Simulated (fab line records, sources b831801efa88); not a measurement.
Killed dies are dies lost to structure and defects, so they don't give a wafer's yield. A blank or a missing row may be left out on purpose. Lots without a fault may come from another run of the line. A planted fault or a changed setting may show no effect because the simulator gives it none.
Chamber matching | flow gf180mcu | GF_V4_CMP_04 on cmp-01: 4 sister chambers
The step polishes SiO2. 7 wafers are shown with their chamber, then 7 later ones without.

WAFERS WITH THEIR CHAMBER
wafer  | chamber | motor_current_A (A) | edge_zone_pressure_frac
L797.4 | 0       | 11.4                | 0.998
L806.5 | 3       | 12.4                | 1.000
L809.1 | 0       | 11.3                | 1.001
L809.3 | 1       | 11.8                | 0.993
L809.4 | 3       | 12.8                | 0.994
L811.1 | 1       | 12.1                | 1.002
L811.4 | 2       | 11.1                | 0.995

WAFERS WITHOUT THEIR CHAMBER
wafer  | motor_current_A (A) | edge_zone_pressure_frac
L811.6 | 11.0                | 1.014
L812.2 | 12.1                | 0.997
L812.4 | 12.8                | 1.005
L812.5 | 10.5                | 1.002
L813.2 | 11.5                | 1.007
L813.4 | 10.9                | 0.994
L813.5 | 11.9                | 0.999

WHICH CHAMBER EACH WENT THROUGH
wafer  | from the rows above          | in truth
L811.6 | can't be placed: 0 or 2      | 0
L812.2 | can't be placed: 1 or 3      | 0
L812.4 | 3                            | 3
L812.5 | can't be placed: 2 or 0      | 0
L813.2 | can't be placed: 0 or 1 or 2 | 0
L813.4 | can't be placed: 2 or 0      | 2
L813.5 | 1                            | 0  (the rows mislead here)
Placed correctly: 1 of 7. Can't be placed from these rows: 5 (the true chamber is among the candidates in 4). Placed wrongly: 1.
How it was worked out, from the rows above alone: a wafer's distance from a chamber is the root of the sum, over the readings, of the square of ((its reading less the chamber's mean) divided by the reading's scatter). The wafer belongs to the nearest chamber; if the next one is less than 2 further off, it can't be placed. A chamber's mean is the mean of its shown wafers. The scatter: the root of (the sum of the squares of (reading less its chamber's mean) over the shown wafers, divided by (wafers less chambers)).
